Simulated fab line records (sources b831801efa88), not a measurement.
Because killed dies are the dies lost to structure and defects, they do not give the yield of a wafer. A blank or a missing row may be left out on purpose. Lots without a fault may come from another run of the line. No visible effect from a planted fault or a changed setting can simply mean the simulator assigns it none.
A single fault, viewed from 2 desks	flow gf180mcu	each desk holds nothing but its own numbers, with what lay behind them at the end

== AT THE TOOL OWNER'S DESK: pecvd-01 ==
The tool's own readings at GF_V1_CVD_02 (deposits SiO2 from TEOS, target thk 850 nm, time 94.851 s): means of the sampled wafers that have a number, for each lot that ran on this tool. The brackets show how far a lot's mean lies from the usual mean; more than 4 standard deviations puts the lot out of limits, marked OUT.
Columns: A = heaterPowerW at GF_V1_CVD_02, usual 651 W
lot	first seen here	A
L141	day 19 11:32	595
L142	day 19 20:31	633
L143	day 20 07:58	571
L146	day 21 15:47	572
L148	day 22 04:13	605
This desk's finding: nothing out of limits on any of the 5 lots.

== THE METROLOGY DESK ==
What the gauges read, lot by lot, whatever tool the lot ran on: means of the sampled wafers that have a number. The brackets show how far a lot's mean lies from the usual mean; more than 4 standard deviations puts the lot out of limits, marked OUT.
Columns: A = cdNm at GF_M1_CD_MEAS_14, usual 229.9 nm; B = V1_CVD_02_THK at GF_V1_THK_MEAS_03, usual 851 nm
lot	first seen here	A	B
L137	day 17 20:46	228.9	858
L138	day 18 12:34	230.8	848
L140	day 19 04:55	228.2	867
L141	day 19 10:35	229.8	857
L142	day 19 19:35	232.1	854
L143	day 20 07:02	230.4	852
L146	day 21 14:30	231.3	493 (-26) OUT
L148	day 22 03:15	229.4	604 (-18) OUT
L154	day 23 23:13	229.2	860
L155	day 24 10:49	230.0	841
L157	day 24 23:46	229.6	847
L158	day 25 03:52	230.2	823
Per this desk, out of limits: L146, L148; the first was L146, day 21 15:52 (V1_CVD_02_THK at GF_V1_THK_MEAS_03). L137, L138, L140, L141, L142, L143, L154, L155, L157, L158: within limits.

== TAKEN TOGETHER ==
An alarm was possible from the metrology desk at day 21 15:52, on L146, L148.
The desk of the tool owner found nothing out of limits.
On record at the tool owner's desk: L146, L148, within its limits.
All the named lots went through GF_V1_CVD_02 on pecvd-01.

== WHAT HAD BEEN PUT IN BY THE SIMULATOR ==
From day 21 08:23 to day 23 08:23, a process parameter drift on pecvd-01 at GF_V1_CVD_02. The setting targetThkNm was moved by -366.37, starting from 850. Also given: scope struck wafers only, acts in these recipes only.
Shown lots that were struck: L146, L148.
Per desk, hours elapsed from the start of the fault to the first reading out of limits: for the metrology desk, 7.
